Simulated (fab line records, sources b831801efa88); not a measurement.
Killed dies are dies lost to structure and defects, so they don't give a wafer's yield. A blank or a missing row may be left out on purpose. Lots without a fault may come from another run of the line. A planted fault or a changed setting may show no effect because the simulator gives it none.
fab line records | flow sky130
record lots=7 wafers=19 last_day=50
route steps=708 shown LOCAL_INTERCONNECT@389 PAD_OPEN@708
lots that met no fault: from a run of the same line without faults
start_h: hours from the record's first day to the start of the lot's first wafer shown | wait_h: hours since the lot's step before | " the same as in the row above | L1.1+2: a row that stands for several wafers | - no value, or no start given | * or withheld: withheld | < > ~ a bound
route shown NAME@n: a module of which the file shows steps, and the number in the route of the first | usual: mean/standard deviation of fault-free wafers | same: alike in all rows | chamber/n: place in a boat | sites: the reading at each site | _std_site: their standard deviation | _edge_site: outer sites' mean less inner sites' | radius_mm: how far each site lies from the wafer's centre | mask NAME#n: copy n | behind: the tool/chamber that last shaped the wafer | hold: why the lot was held/for how many hours/how that ended | device: the transistor (n, p or np) that didn't switch | end of line: the same wafers' tests at the end of the route | a step without rows: its recipe alone | killed: dies lost to structure and defects at the first sort, not the wafer's yield | map: a wafer's dies, x killed, . not, _ none there
set.NAME: the setting as run; set.NAME@STEP: as run at that earlier step | model.NAME: the simulator's own value behind a step, which no gauge read
lots at some steps of the route; a table a step, a row a wafer
services: from which hour (start_h, from the record's first day; less than 0 if before it) a tool's chamber was out of use, for how many hours, and why
## steps
# step SKY_LOCAL_INTERCONNECT_THK_MEAS_02
# recipe thk_meas_gauge=xrf reads=TiN_of_LOCAL_INTERCONNECT_SPUTTER_00
# usual LOCAL_INTERCONNECT_TIN_THK=100.5/1.5
# columns lot.wafer tool chamber start_h wait_h LOCAL_INTERCONNECT_TIN_THK[nm]
L439.2 film_metro-03 - 708.28 0.1 99.4
L439.3 " - " " 99.5
L439.5 " - " " 99.9
L442.1 film_metro-01 - 726.44 0.1 98.8
L442.5 " - " " 99.5
L443.1 film_metro-01 - 738.70 0.1 100.9
L443.2 " - " " 100.3
L445.2 film_metro-01 - 751.03 0.1 103.8
L445.4 " - " " 102.5
L445.5 " - " " 103.2
L451.2 film_metro-04 - 792.69 0.1 102.6
L451.3 " - " " 103.4
L451.4 " - " " 103.0
L453.2 film_metro-03 - 824.47 0.1 100.0
L453.3 " - " " 102.3
L453.6 " - " " 101.4
L456.2 film_metro-01 - 836.03 0.1 99.8
L456.4 " - " " 98.9
L456.5 " - " " 100.4
# step SKY_LOCAL_INTERCONNECT_DEHYDRATE_03
# recipe temp_c=200 time_s=60
# step SKY_LOCAL_INTERCONNECT_HMDS_04
# recipe prime_time_s=60 prime_temp_c=120
# step SKY_LOCAL_INTERCONNECT_COAT_05
# recipe resist=BARC temp_c=withheld time_s=withheld spin_rpm=3000 resist_thk_nm=60
# step SKY_LOCAL_INTERCONNECT_COAT_06
# recipe resist=KrF-thick spin_rpm=3000 resist_thk_nm=450
# step SKY_LOCAL_INTERCONNECT_SOFTBAKE_07
# recipe temp_c=100 time_s=90 resist=KrF-thick
# step SKY_LOCAL_INTERCONNECT_EXPOSE_08
# recipe mask_id=LI1M na=0.8 source_shape=annular sigma_inner=0.55 sigma_outer=0.85 target_cd_nm=170 dose_mj=28
# step SKY_LOCAL_INTERCONNECT_PEB_09
# recipe peb_temp_c=withheld peb_time_s=withheld resist=KrF-thick
# step SKY_LOCAL_INTERCONNECT_DEVELOP_10
# recipe develop_time_s=60 resist=KrF-thick dev_temp_c=21
# step SKY_LOCAL_INTERCONNECT_CD_MEAS_11
# recipe target_cd_nm=170
# usual cd_nm=169.9/1.8
# columns lot.wafer tool chamber start_h wait_h cd_nm
L439.2 cd_sem-01 - 734.70 - 172.8
L439.3 " - " " 172.6
L439.5 " - " " 171.7
L442.1 cd_sem-01 - 752.70 - 170.2
L442.5 " - " " 170.1
L443.1 cd_sem-01 - 764.83 - 168.0
L443.2 " - " " 168.6
L445.2 cd_sem-02 - 776.22 - 173.8
L445.4 " - " " 171.0
L445.5 " - " " 172.1
L451.2 cd_sem-01 - 819.05 - 169.2
L451.3 " - " " 171.9
L451.4 " - " " 171.2
L453.2 cd_sem-02 - 851.26 - 171.2
L453.3 " - " " 171.2
L453.6 " - " " 171.0
L456.2 cd_sem-02 - 862.42 - 170.3
L456.4 " - " " 171.3
L456.5 " - " " 170.7
# step SKY_LOCAL_INTERCONNECT_OVL_MEAS_12
# usual LOCAL_INTERCONNECT_OVL=-5/4.8
# columns lot.wafer tool chamber start_h wait_h LOCAL_INTERCONNECT_OVL[nm]
L439.2 overlay-01 - 734.81 0.1 -2
L439.3 " - " " -3
L439.5 " - " " 3
L442.1 overlay-02 - 752.82 0.1 -8
L442.5 " - " " -7
L443.1 overlay-02 - 764.95 0.1 -5
L443.2 " - " " 0
L445.2 overlay-02 - 776.32 0.1 0
L445.4 " - " " 2
L445.5 " - " " -2
L451.2 overlay-01 - 819.16 0.1 1
L451.3 " - " " -6
L451.4 " - " " 5
L453.2 overlay-01 - 851.37 0.1 5
L453.3 " - " " -8
L453.6 " - " " -4
L456.2 overlay-02 - 862.53 0.1 -4
L456.4 " - " " -1
L456.5 " - " " 1
# step SKY_LOCAL_INTERCONNECT_ETCH_13
# recipe chemistry=N2/H2 target=BARC ion_energy_ev=200 bias_w=100 pressure_mtorr=30 n2_flow_sccm=100 h2_flow_sccm=200 icp_w=500 stop_on=SiO2 time_s=45.9 target_depth_a=600
# usual drypump_motor_current_A=5.7/0.52 he_backside_leak_sccm=3.33/0.22 oes_product_au=0.853/0.0045 run_length_s=73.99/0.29 throttle_valve_pct=13.225/0.0084
# columns lot.wafer tool chamber start_h wait_h drypump_motor_current_A he_backside_leak_sccm oes_product_au rf_hours_counter_h run_length_s throttle_valve_pct
L439.2 rie_metal-03 0 734.84 0.0 6.4 3.25 0.848 8 74.12 13.226
L439.3 " 1 " " 5.4 3.69 0.852 - 74.25 13.234
L439.5 " 0 " " 6.4 3.20 0.853 - 73.82 13.221
L442.1 rie_metal-04 0 752.85 0.0 5.5 3.30 0.852 6 73.87 13.222
L442.5 " 1 " " 5.0 3.16 0.850 - 73.97 13.213
L443.1 rie_metal-04 1 764.99 0.0 5.0 3.32 0.853 13 74.15 13.223
L443.2 " 0 " " 5.5 3.24 0.852 7 73.74 13.224
L445.2 rie_metal-04 0 776.35 0.0 5.5 3.13 0.856 7 73.65 13.229
L445.4 " 0 " " 5.5 3.06 0.851 - 74.13 13.206
L445.5 " 0 " " 5.5 3.20 0.849 - 74.05 13.239
L451.2 rie_metal-03 0 819.19 0.0 6.4 3.18 0.859 11 74.03 13.241
L451.3 " 0 " " 6.4 3.21 0.858 - 73.82 13.216
L451.4 " 1 " " 5.4 3.42 0.846 - 74.18 13.241
L453.2 rie_metal-04 0 851.40 0.0 5.5 3.22 0.852 10 73.69 13.221
L453.3 " 1 " " 5.0 3.37 0.850 - 74.46 13.241
L453.6 " 1 " " 5.0 3.27 0.851 - 73.78 13.209
L456.2 rie_metal-03 1 862.56 0.0 5.4 3.74 0.854 12 74.24 13.218
L456.4 " 1 " " 5.4 3.95 0.861 - 73.86 13.218
L456.5 " 0 " " 6.4 3.26 0.845 - 74.00 13.229
# step SKY_LOCAL_INTERCONNECT_METAL_ETCH_14
# recipe target_depth_nm=110 stop_on=PSG chemistry=Cl2/BCl3 target=TiN resist_sidewall_deg=88 pressure_mtorr=10 icp_w=900 bias_w=48.5 Cl2_flow_sccm=60 bcl3_flow_sccm=30 time_s=31.4
# usual drypump_motor_current_A=5.6/0.51 he_backside_leak_sccm=3.4/0.42 oes_product_au=0.941/0.0084 run_length_s=59.53/0.28 throttle_valve_pct=21.901/0.011
# columns lot.wafer tool chamber start_h wait_h drypump_motor_current_A he_backside_leak_sccm oes_product_au rf_hours_counter_h run_length_s throttle_valve_pct model.KrF-thick_of_LOCAL_INTERCONNECT_COAT_06.thk_nm
L439.2 rie_metal-03 0 734.90 0.0 6.4 3.3 0.929 8 59.75 21.912 347.2
L439.3 " 1 " " 5.4 5.2 0.940 - 59.57 21.906 347.5
L439.5 " 0 " " 6.4 3.3 0.939 - 59.33 21.911 347.2
L442.1 rie_metal-04 0 752.92 0.0 5.5 3.2 0.901 6 61.49 21.939 346
L442.5 " 1 " " 5.0 3.3 0.930 - 59.75 21.896 350.4
L443.1 rie_metal-04 1 765.05 0.0 5.0 3.1 0.916 13 61.44 21.934 345.1
L443.2 " 0 " " 5.5 3.3 0.907 7 61.31 21.939 344.5
L445.2 rie_metal-04 0 776.42 0.0 5.5 3.2 0.912 7 61.41 21.922 346.8
L445.4 " 0 " " 5.5 3.2 0.946 - 59.50 21.914 348.8
L445.5 " 0 " " 5.5 3.3 0.947 - 59.87 21.899 346.7
L451.2 rie_metal-03 0 819.25 0.0 6.4 3.3 0.946 11 59.64 21.878 348.5
L451.3 " 0 " " 6.3 3.3 0.951 - 60.00 21.885 347.6
L451.4 " 1 " " 5.4 3.5 0.942 - 59.68 21.887 347.9
L453.2 rie_metal-04 0 851.46 0.0 5.5 3.2 0.947 10 59.18 21.891 348.5
L453.3 " 1 " " 5.0 3.1 0.958 - 59.80 21.886 350.4
L453.6 " 1 " " 5.0 3.2 0.945 - 59.33 21.893 349.2
L456.2 rie_metal-03 1 862.62 0.0 5.4 3.7 0.934 12 59.63 21.900 347.6
L456.4 " 1 " " 5.4 3.6 0.925 - 59.64 21.918 348.2
L456.5 " 0 " " 6.4 3.2 0.937 - 60.07 21.911 348.8
# step SKY_LOCAL_INTERCONNECT_STRIP_15
# recipe chemistry=O2/N2 power_w=1400 pressure_mtorr=1500 platen_temp_c=withheld o2_flow_sccm=3000 n2_flow_sccm=300 overash_fraction=0.5
# usual drypump_motor_current_A=5.7/0.48 oes_product_au=0.427/0.0043 strip_time_to_endpoint_s=4.721/0.018
# columns lot.wafer tool chamber start_h wait_h drypump_motor_current_A oes_product_au rf_hours_counter_h strip_time_to_endpoint_s
L439.2 plasma_asher-04 1 734.95 0.0 5.2 0.439 31 4.692
L439.3 " 0 " " 6.1 0.429 - 4.713
L439.5 " 1 " " 5.2 0.425 - 4.711
L442.1 plasma_asher-03 0 752.97 0.0 5.8 0.429 64 4.709
L442.5 " 0 " " 5.8 0.427 - 4.733
L443.1 plasma_asher-03 0 765.10 0.0 5.8 0.427 65 4.677
L443.2 " 1 " " 5.8 0.426 65 4.670
L445.2 plasma_asher-01 1 776.47 0.0 5.0 0.426 3 4.698
L445.4 " 0 " " 6.4 0.422 - 4.721
L445.5 " 1 " " 5.0 0.420 - 4.699
L451.2 plasma_asher-03 1 819.30 0.0 5.7 0.421 70 4.719
L451.3 " 0 " " 5.8 0.423 - 4.729
L451.4 " 1 " " 5.7 0.425 - 4.699
L453.2 plasma_asher-03 0 851.51 0.0 5.8 0.429 74 4.710
L453.3 " 0 " " 5.8 0.424 - 4.742
L453.6 " 1 " " 5.7 0.426 - 4.721
L456.2 plasma_asher-01 0 862.67 0.0 6.4 0.422 12 4.706
L456.4 " 0 " " 6.4 0.430 - 4.727
L456.5 " 1 " " 5.0 0.429 - 4.735
# step SKY_PAD_OPEN_PROBE_99
# usual killed_at_M0_to_M3=42/7.4 killed_at_M4_up=3.4/1.8 killed_at_contacts=25/5.4 killed_at_front_end=15/4.4 killed_at_other=0.2/0.52 killed_dies=86/9.3 killed_open=47/7.6 killed_short=39/6.5
# same gross_dies=492 killed_at_back_side=0
# columns lot.wafer tool chamber start_h wait_h killed_at_M0_to_M3 killed_at_M4_up killed_at_contacts killed_at_front_end killed_at_other killed_dies killed_open killed_short
L439.2 prober-01 - 1100.01 0.1 48 5 22 16 0 91 55 36
L439.3 prober-01 - 1100.06 0.2 53 9 37 7 0 106 63 43
L439.5 prober-01 - 1100.16 0.2 30 6 37 20 1 94 59 35
L442.1 prober-02 - 1113.62 0.1 39 4 20 8 0 71 35 36
L442.5 prober-02 - 1113.82 0.2 39 3 30 16 0 88 49 39
L443.1 prober-01 - 1123.77 0.1 34 9 20 17 0 80 33 47
L443.2 prober-01 - 1123.82 0.1 46 2 21 9 0 78 44 34
L445.2 prober-01 - 1132.90 0.1 38 3 24 12 0 77 39 38
L445.4 prober-01 - 1133.00 0.2 36 6 29 8 1 80 52 28
L445.5 prober-01 - 1133.05 0.2 36 1 38 18 0 93 68 25
L451.2 prober-02 - 1160.89 0.1 51 5 30 14 0 100 57 43
L451.3 prober-02 - 1160.94 0.2 49 3 34 19 0 105 63 42
L451.4 prober-02 - 1160.99 0.2 41 3 24 23 0 91 50 41
L453.2 prober-01 - 1182.65 0.1 30 1 39 14 0 84 43 41
L453.3 prober-01 - 1182.70 0.2 42 5 35 15 0 97 59 38
L453.6 prober-01 - 1182.85 0.2 59 3 15 21 0 98 58 40
L456.2 prober-01 - 1188.20 0.1 35 5 33 13 0 86 43 43
L456.4 prober-01 - 1188.30 0.2 38 3 21 6 0 68 44 24
L456.5 prober-01 - 1188.35 0.2 31 5 30 17 0 83 46 37
# killed by level:class
L439.2 VIA1:geometric_particle:open=12 CONTACT:geometric_particle:open=11 VIA3:geometric_particle:open=10 FIELD_ISO:geometric_particle:open=5 METAL1:geometric_particle:short=5 VIA1:geometric_particle:short=5 CONTACT:geometric_particle:short=4 METAL3:geometric_particle:short=4
L439.3 CONTACT:geometric_particle:open=15 VIA1:geometric_particle:open=12 VIA3:geometric_particle:open=12 LI_CONTACT:geometric_particle:open=9 METAL1:geometric_particle:short=9 CONTACT:geometric_particle:short=7 METAL4:geometric_particle:short=5 LOCAL_INTERCONNECT:geometric_particle:short=4
L439.5 LI_CONTACT:geometric_particle:open=16 CONTACT:geometric_particle:open=10 FIELD_ISO:geometric_particle:open=9 VIA1:geometric_particle:open=9 VIA3:geometric_particle:open=6 METAL4:geometric_particle:short=5 FIELD_ISO:geometric_particle:short=4 POLY_GATE:geometric_particle:short=4
L442.1 VIA3:geometric_particle:open=7 LI_CONTACT:geometric_particle:open=6 VIA1:geometric_particle:open=6 CONTACT:geometric_particle:open=5 METAL2:geometric_particle:short=4 CONTACT:geometric_particle:short=4 VIA2:geometric_particle:short=4 VIA3:geometric_particle:short=4
L442.5 LI_CONTACT:geometric_particle:open=10 VIA2:geometric_particle:open=9 VIA1:geometric_particle:short=8 VIA3:geometric_particle:open=6 CONTACT:geometric_particle:open=6 LOCAL_INTERCONNECT:geometric_particle:short=5 VIA1:geometric_particle:open=5 POLY_GATE:geometric_particle:open=4
L443.1 CONTACT:geometric_particle:open=7 METAL4:geometric_particle:short=7 POLY_GATE:geometric_particle:short=5 CONTACT:geometric_particle:short=5 METAL1:geometric_particle:short=5 VIA1:geometric_particle:open=5 FIELD_ISO:geometric_particle:short=4 VIA1:geometric_particle:short=4
L443.2 VIA1:geometric_particle:short=11 CONTACT:geometric_particle:open=9 VIA2:geometric_particle:open=9 VIA1:geometric_particle:open=8 METAL1:geometric_particle:short=5 VIA3:geometric_particle:open=4 LI_CONTACT:geometric_particle:open=3 CONTACT:geometric_particle:short=3
L445.2 CONTACT:geometric_particle:open=9 LI_CONTACT:geometric_particle:open=7 METAL1:geometric_particle:short=7 VIA1:geometric_particle:open=6 METAL2:geometric_particle:short=5 VIA1:geometric_particle:short=4 VIA3:geometric_particle:open=4 FIELD_ISO:geometric_particle:short=3
L445.4 CONTACT:geometric_particle:open=9 LI_CONTACT:geometric_particle:open=8 VIA3:geometric_particle:open=8 VIA1:geometric_particle:open=7 CONTACT:geometric_particle:short=6 VIA2:geometric_particle:open=5 METAL1:geometric_particle:short=5 POLY_GATE:geometric_particle:open=3
L445.5 LI_CONTACT:geometric_particle:open=17 CONTACT:geometric_particle:open=13 VIA1:geometric_particle:open=10 VIA3:geometric_particle:open=8 FIELD_ISO:geometric_particle:short=6 FIELD_ISO:geometric_particle:open=4 LOCAL_INTERCONNECT:geometric_particle:short=4 POLY_GATE:geometric_particle:open=3
L451.2 VIA1:geometric_particle:open=15 LI_CONTACT:geometric_particle:open=10 CONTACT:geometric_particle:open=10 VIA2:geometric_particle:open=7 VIA3:geometric_particle:open=7 LOCAL_INTERCONNECT:geometric_particle:short=5 CONTACT:geometric_particle:short=5 VIA1:geometric_particle:short=5
L451.3 VIA1:geometric_particle:open=16 LI_CONTACT:geometric_particle:open=12 METAL1:geometric_particle:short=8 LOCAL_INTERCONNECT:geometric_particle:short=7 CONTACT:geometric_particle:open=7 POLY_GATE:geometric_particle:open=6 CONTACT:geometric_particle:short=6 VIA2:geometric_particle:open=5
L451.4 CONTACT:geometric_particle:open=10 FIELD_ISO:geometric_particle:short=9 VIA1:geometric_particle:open=9 LI_CONTACT:geometric_particle:open=6 VIA2:geometric_particle:open=6 VIA3:geometric_particle:open=6 POLY_GATE:geometric_particle:open=5 CONTACT:geometric_particle:short=5
L453.2 LI_CONTACT:geometric_particle:open=12 CONTACT:geometric_particle:open=9 VIA1:geometric_particle:open=9 CONTACT:geometric_particle:short=7 LOCAL_INTERCONNECT:geometric_particle:short=6 METAL1:geometric_particle:short=6 FIELD_ISO:geometric_particle:short=4 LI_CONTACT:geometric_particle:short=4
L453.3 LI_CONTACT:geometric_particle:open=14 VIA1:geometric_particle:open=11 VIA2:geometric_particle:open=8 METAL1:geometric_particle:short=7 CONTACT:geometric_particle:open=7 FIELD_ISO:geometric_particle:open=5 POLY_GATE:geometric_particle:open=5 CONTACT:geometric_particle:short=5
L453.6 VIA2:geometric_particle:open=13 METAL2:geometric_particle:short=10 FIELD_ISO:geometric_particle:open=8 VIA1:geometric_particle:open=8 VIA3:geometric_particle:open=7 CONTACT:geometric_particle:open=6 VIA2:geometric_particle:short=5 POLY_GATE:geometric_particle:open=4
L456.2 CONTACT:geometric_particle:open=13 LI_CONTACT:geometric_particle:open=9 POLY_GATE:geometric_particle:short=5 VIA1:geometric_particle:open=5 VIA1:geometric_particle:short=5 LOCAL_INTERCONNECT:geometric_particle:short=4 METAL1:geometric_particle:short=4 VIA3:geometric_particle:short=4
L456.4 VIA3:geometric_particle:open=9 VIA2:geometric_particle:open=9 LI_CONTACT:geometric_particle:open=8 METAL1:geometric_particle:short=6 VIA1:geometric_particle:open=6 METAL2:geometric_particle:short=4 CONTACT:geometric_particle:open=4 FIELD_ISO:geometric_particle:open=3
L456.5 CONTACT:geometric_particle:open=13 CONTACT:geometric_particle:short=8 METAL2:geometric_particle:open=6 VIA1:geometric_particle:open=5 POLY_GATE:geometric_particle:short=4 METAL1:geometric_particle:short=4 VIA2:geometric_particle:open=4 METAL4:geometric_particle:short=4
## services
# columns tool chamber start_h hours kind
plasma_asher-03 - 718.20 19.1 repair
plasma_asher-01 - 733.75 9.0 pm
plasma_asher-01 0 733.75 9.0 vent_cycle
plasma_asher-01 1 733.75 9.0 vent_cycle
plasma_asher-01 0 742.75 - clean
plasma_asher-01 1 742.75 - clean
plasma_asher-04 - 746.76 2.8 pm
rie_metal-04 - 772.48 0.7 repair
plasma_asher-03 - 808.62 3.0 repair
plasma_asher-04 - 820.15 5.8 repair
rie_metal-04 1 854.78 7.0 repair
## key
first_sign step=SKY_LOCAL_INTERCONNECT_METAL_ETCH_14 reading=run_length_s direction=up sigmas=6.7 usual=* struck=*
effect step=SKY_LOCAL_INTERCONNECT_METAL_ETCH_14 reading=oes_product_au direction=down sigmas=3.8 usual=0.941 struck=0.909
model_effect step=SKY_LOCAL_INTERCONNECT_METAL_ETCH_14 value=KrF-thick_of_LOCAL_INTERCONNECT_COAT_06.thk_nm without=348.4 struck=345.6
met_at SKY_LOCAL_INTERCONNECT_METAL_ETCH_14
struck_wafers L442.1,L443.1,L443.2,L445.2
tester_left_out L442,L443,L445
fault kind=process_parameter_drift tool=rie_metal-04 chamber=- onset_h=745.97 steps=SKY_LOCAL_INTERCONNECT_METAL_ETCH_14 channel=time_s offset=* shape=step end_h=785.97 scope=struck_wafers_only acts_in=* stated=*
# tester_left_out: of these lots the tester's yield and bins aren't shown, on N5 and GAA mostly nor the transistor test; their killed dies are dies lost to structure and defects alone, not to doping, threshold or leakage, so they don't give the yield
